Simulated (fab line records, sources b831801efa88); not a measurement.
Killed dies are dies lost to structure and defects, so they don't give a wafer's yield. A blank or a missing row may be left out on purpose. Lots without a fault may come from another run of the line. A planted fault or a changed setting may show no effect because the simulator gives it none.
Which tool did it? | flow sky130 | 12 lots, 36 wafers sampled, at 4 steps of a route of 708

WHAT THE GAUGES READ, wafer by wafer
SKY_LI_CONTACT_BOW_MEAS_03.
lot  | measured     | on            | LI_CONTACT_BOW (um)
L124 | day 28 07:14 | film_metro-04 | 44 40 54
L128 | day 29 20:40 | film_metro-04 | 72 62 56
L131 | day 31 04:15 | film_metro-04 | 57 59 72
L132 | day 32 01:29 | film_metro-02 | 69 54 47
L133 | day 32 06:44 | film_metro-03 | 59 51 58
L134 | day 32 11:02 | film_metro-03 | 60 46 50
L136 | day 32 14:58 | film_metro-03 | 55 67 51
L137 | day 33 04:04 | film_metro-03 | 63 39 50
L138 | day 33 06:25 | film_metro-02 | 55 54 55
L139 | day 33 17:15 | film_metro-02 | 57 61 68
L142 | day 34 10:33 | film_metro-03 | 63 67 57
L143 | day 34 15:56 | film_metro-04 | 55 57 58

WHICH TOOL RAN EACH LOT (tool, then ch and the chambers of the sampled wafers, then the start)
lot  | SKY_SD_P_STRIP_10                    | SKY_SD_N_COAT_02                  | SKY_SD_N_STRIP_11
L124 | plasma_asher-03 ch 0,1, day 25 18:14 | litho_track-01 ch 0, day 27 15:01 | plasma_asher-03 ch 0,1, day 28 06:00
L128 | plasma_asher-01 ch 0,1, day 27 09:45 | litho_track-04 ch 0, day 29 04:50 | plasma_asher-04 ch 0,1, day 29 19:26
L131 | plasma_asher-01 ch 0,1, day 28 19:00 | litho_track-03 ch 0, day 30 12:43 | plasma_asher-02 ch 0,1, day 31 03:01
L132 | plasma_asher-01 ch 0,1, day 29 14:36 | litho_track-04 ch 0, day 31 09:01 | plasma_asher-04 ch 0,1, day 32 00:01
L133 | plasma_asher-02 ch 0,1, day 29 21:31 | litho_track-04 ch 0, day 31 15:01 | plasma_asher-04 ch 0,1, day 32 05:30
L134 | plasma_asher-02 ch 0,1, day 30 02:07 | litho_track-01 ch 0, day 31 19:25 | plasma_asher-03 ch 0,1, day 32 09:43
L136 | plasma_asher-01 ch 0, day 30 05:22   | litho_track-04 ch 0, day 31 23:52 | plasma_asher-03 ch 0,1, day 32 13:43
L137 | plasma_asher-03 ch 0,1, day 30 18:48 | litho_track-04 ch 0, day 32 12:23 | plasma_asher-03 ch 0,1, day 33 02:49
L138 | plasma_asher-03 ch 0,1, day 30 22:05 | litho_track-04 ch 0, day 32 14:52 | plasma_asher-02 ch 0,1, day 33 05:12
L139 | plasma_asher-01 ch 0,1, day 31 08:30 | litho_track-01 ch 0, day 33 02:14 | plasma_asher-03 ch 0,1, day 33 16:02
L142 | plasma_asher-01 ch 0,1, day 32 02:12 | litho_track-04 ch 0, day 33 18:58 | plasma_asher-03 ch 0,1, day 34 09:18
L143 | plasma_asher-01 ch 0,1, day 32 08:43 | litho_track-04 ch 0, day 34 00:56 | plasma_asher-04 ch 0,1, day 34 14:41
- SKY_SD_P_STRIP_10: strips in O2/N2.
- SKY_SD_N_COAT_02: resist thk 1140 nm.
- SKY_SD_N_STRIP_11: strips in O2/N2.

WHAT THE TOOLS THEMSELVES READ (means of the sampled wafers that have a number; where no wafer has one, the mark that the record gives instead)
SKY_SD_P_STRIP_10.
lot  | tool            | drypump_motor_current_A (A) | oes_product_au (a.u.) | strip_time_to_endpoint_s (s)
L124 | plasma_asher-03 | 6.0                         | 0.616                 | 17.43
L128 | plasma_asher-01 | 5.8                         | 0.614                 | 17.47
L131 | plasma_asher-01 | 5.7                         | 0.611                 | 17.51
L132 | plasma_asher-01 | 5.8                         | 0.617                 | 17.43
L133 | plasma_asher-02 | 5.5                         | 0.608                 | 17.53
L134 | plasma_asher-02 | 5.8                         | 0.614                 | 17.42
L136 | plasma_asher-01 | 6.0                         | 0.617                 | 17.48
L137 | plasma_asher-03 | 6.0                         | 0.613                 | 17.48
L138 | plasma_asher-03 | 5.9                         | 0.617                 | 17.45
L139 | plasma_asher-01 | 5.8                         | 0.617                 | 17.50
L142 | plasma_asher-01 | 5.8                         | 0.615                 | 17.53
L143 | plasma_asher-01 | 5.8                         | 0.615                 | 17.50

SKY_SD_N_STRIP_11.
lot  | tool            | drypump_motor_current_A (A) | oes_product_au (a.u.) | strip_time_to_endpoint_s (s)
L124 | plasma_asher-03 | 5.9                         | 0.529                 | 22.60
L128 | plasma_asher-04 | 5.7                         | 0.524                 | 22.50
L131 | plasma_asher-02 | 5.4                         | 0.529                 | 22.58
L132 | plasma_asher-04 | 5.7                         | 0.521                 | 22.59
L133 | plasma_asher-04 | 5.3                         | 0.524                 | 22.55
L134 | plasma_asher-03 | 6.0                         | 0.530                 | 22.54
L136 | plasma_asher-03 | 6.0                         | 0.527                 | 22.60
L137 | plasma_asher-03 | 5.9                         | 0.528                 | 22.55
L138 | plasma_asher-02 | 5.5                         | 0.528                 | 22.58
L139 | plasma_asher-03 | 6.0                         | 0.531                 | 22.53
L142 | plasma_asher-03 | 6.0                         | 0.525                 | 21.93
L143 | plasma_asher-04 | 5.3                         | 0.523                 | 21.92

THE ANSWER, worked out from the rows above alone
Rule: what is usual is taken from the lots themselves. Put in order of their means at a reading, lots are off if they are a third of the lots or fewer, leave a main group of 4 or more, and stand apart from it by a gap of 3 or more times the standard deviation of the main group's means; of several such gaps the widest counts. A main group whose means are all the same, to the digits that the tables above print for the reading, isn't used. A lot without any number at a reading at which 4 lots or more have one is off too. The other lots that the step has rows for count as sound. The gauges are gone through in route order, then the tools' own readings, and for those a lot's mean is taken as printed above. The first step at which some lot is off is used, and at that step the reading that is off furthest; a lot without a number counts as furthest.
Off: L142, L143, at SKY_SD_N_STRIP_11 (strip_time_to_endpoint_s). The main group: mean 22.56 s, standard deviation 0.032.
A tool fits if, at that step or a process step before it, it ran every lot that is off, and no sound lot after the first of them. Can't be told from this: 2 tools fit, plasma_asher-01 at SKY_SD_P_STRIP_10, litho_track-04 at SKY_SD_N_COAT_02.

WHAT THE SIMULATOR HAD PUT IN
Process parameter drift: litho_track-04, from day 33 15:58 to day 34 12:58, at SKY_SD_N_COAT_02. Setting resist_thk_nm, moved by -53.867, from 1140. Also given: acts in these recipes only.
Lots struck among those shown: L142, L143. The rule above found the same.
